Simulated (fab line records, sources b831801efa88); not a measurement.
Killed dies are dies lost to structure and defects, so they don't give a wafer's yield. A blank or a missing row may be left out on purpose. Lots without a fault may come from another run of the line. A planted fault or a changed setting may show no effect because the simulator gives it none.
A struck lot beside a sound one | flow sky130 | 17 steps out of a route of 708
Sound: wafers L244.2, L244.3, L244.5. Struck: wafer L252.6. (L252.3, L252.4 of the same lot were not struck and are left out.) The cause comes at the end.
At each step with rows: each side's tool, then ch and its chambers, then its first start. Under that, the readings that differ: sound wafers | struck wafers | difference of the means | sigmas: that difference in standard deviations of wafers without a fault.
alike: readings whose means differ by less than 2 such deviations, and words and numbers that are the same on both sides. not compared: withheld readings, readings that some wafer has no value for, bounds like >300 that may hide the same value, and numbers for which the record gives no deviation and whose values overlap.
The two part at a step that has a row with sigmas, a row that says differs or no value, or rows on one side only. Numbers that don't overlap but have no deviation are shown without sigmas and don't part them. A reading that every wafer of one side lacks parts them only if that side has two wafers or more.

SKY_LI_CONTACT_CMP_02: polishes PSG.
  sound on cmp-01 ch 0,1, day 29 15:07; struck on cmp-02 ch 2, day 32 00:59
  alike: head_pressure_psi, motor_current_A, time_to_endpoint_s
SKY_LI_CONTACT_BOW_MEAS_03:
  sound on film_metro-04, day 29 15:26; struck on film_metro-01, day 32 01:19
  alike: LI_CONTACT_BOW
then, 8 steps without rows for these wafers: SKY_LI_CONTACT_DEHYDRATE_04 (time 60 s); SKY_LI_CONTACT_HMDS_05 (prime time 60 s); SKY_LI_CONTACT_COAT_06 (resist thk 60 nm); SKY_LI_CONTACT_COAT_07 (resist thk 450 nm); SKY_LI_CONTACT_SOFTBAKE_08 (time 90 s); SKY_LI_CONTACT_EXPOSE_09 (exposes mask LICM1, target cd 170 nm); SKY_LI_CONTACT_PEB_10; SKY_LI_CONTACT_DEVELOP_11 (develop time 58.31 s).
SKY_LI_CONTACT_CD_MEAS_12: target cd 170 nm.
  sound on cd_sem-02, day 30 19:12; struck on cd_sem-02, day 33 04:04
  alike: cd_nm
SKY_LI_CONTACT_OVL_MEAS_13:
  sound on overlay-01, day 30 19:18; struck on overlay-02, day 33 04:10
  alike: LI_CONTACT_OVL
SKY_LI_CONTACT_ETCH_14: etches BARC in N2/H2, stops on SiO2, time 45.9 s, target depth 60 nm.
  sound on rie_diel-03 ch 0,3, day 30 19:20; struck on rie_diel-02 ch 2, day 33 04:11
  reading                                           | sound                | struck | difference | sigmas
  oes_product_au (a.u.)                             | 0.853 0.855 0.852    | 0.990  | +0.137     | +29
  run_length_s (s)                                  | 74.2 74.3 74.0       | 41.7   | -32.5      | -68
  throttle_valve_pct (%)                            | 13.211 13.212 13.213 | 13.244 | +0.032     | +3
  model.etch.depth_nm (nm)                          | 60.12 60.11 60.04    | 21.31  | -38.78     |
  model.KrF-thick_of_LI_CONTACT_COAT_07.thk_nm (nm) | 394 394.3 393        | 423.4  | +29.6      |
  model.LI_CONTACT.cd_nm (nm)                       | 170.1 169 168.5      | 162.5  | -6.7       |
  alike: chamber_pressure_mTorr, drypump_motor_current_A, n2_flow_sccm
  not compared: rf_fwd_power_W, rf_hours_counter_h
SKY_LI_CONTACT_ETCH_15: etches PSG in C4F8/O2/Ar, stops on Si, target depth 600 nm.
  sound on rie_diel-03 ch 0,3, day 30 19:22; struck on rie_diel-02 ch 2, day 33 04:13
  reading                                           | sound             | struck | difference | sigmas
  model.KrF-thick_of_LI_CONTACT_COAT_07.thk_nm (nm) | 232.1 234.3 231.7 | 263.4  | +30.7      |
  model.LI_CONTACT.cd_nm (nm)                       | 170.6 169.5 169   | 162    | -8         |
  alike: chamber_pressure_mTorr, oes_product_au, rf_fwd_power_W
SKY_LI_CONTACT_STRIP_16: strips in O2/N2.
  sound on plasma_asher-02 ch 0,1, day 30 19:28; struck on plasma_asher-02 ch 0, day 33 04:20
  reading                      | sound             | struck | difference | sigmas
  oes_product_au (a.u.)        | 0.375 0.375 0.381 | 0.389  | +0.012     | +2
  strip_time_to_endpoint_s (s) | 3.51 3.52 3.50    | 3.85   | +0.34      | +10
  alike: chamber_pressure_mTorr, drypump_motor_current_A, n2_flow_sccm
  not compared: rf_hours_counter_h
then, 1 step without rows for these wafers: SKY_LI_CONTACT_CLEAN_17 (cleans in NMP, time 600 s).
-- the record jumps here: 16 days lie between the struck wafers' starts before and after (it left off in module LI_CONTACT and takes up again in module PAD_OPEN, whose first step shown is number 708 of the route) --
SKY_PAD_OPEN_PROBE_99:
  sound on prober-01, day 46 21:25; struck on prober-02, day 48 17:13
  reading                                 | sound             | struck | difference | sigmas
  model.etest.licon_pdiff.rc_ohm          | 596.6 599.4 594.4 | 748.1  | +151.3     |
  model.etest.pfet_01v8.r_on_ohm_um       | 2943 2948 2953    | 3068   | +120       |
  model.etest.pfet_g5v0d10v5.r_on_ohm_um  | 4757 4732 4714    | 4886   | +152       |
  model.etest.nfet_g5v0d10v5.r_on_ohm_um  | 1876 1881 1868    | 1940   | +65        |
  model.etest.nfet_01v8.r_on_ohm_um       | 833.4 848.4 840.5 | 873.5  | +32.7      |
  model.etest.licon_high_po.rc_ohm        | 347.7 355.9 358.9 | 400.1  | +45.9      |
  model.etest.licon_ndiff.rc_ohm          | 179.4 179.3 182.3 | 243.4  | +63.1      |
  model.etest.sonos_uncharged.r_on_ohm_um | 800.6 794.2 805.1 | 851.2  | +51.2      |
  alike: killed_at_M0_to_M3, killed_at_M4_up, killed_at_contacts, killed_at_front_end, killed_at_other, killed_dies, killed_open, killed_short

WHERE THEY PART
First at SKY_LI_CONTACT_ETCH_14; last, within this record, at SKY_LI_CONTACT_STRIP_16. Later steps at which nothing parts them and some readings are alike: SKY_PAD_OPEN_PROBE_99.

WHY: what the simulator had put in
Process parameter drift: rie_diel-02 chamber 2, from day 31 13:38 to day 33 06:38, at SKY_LI_CONTACT_ETCH_14. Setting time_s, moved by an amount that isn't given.
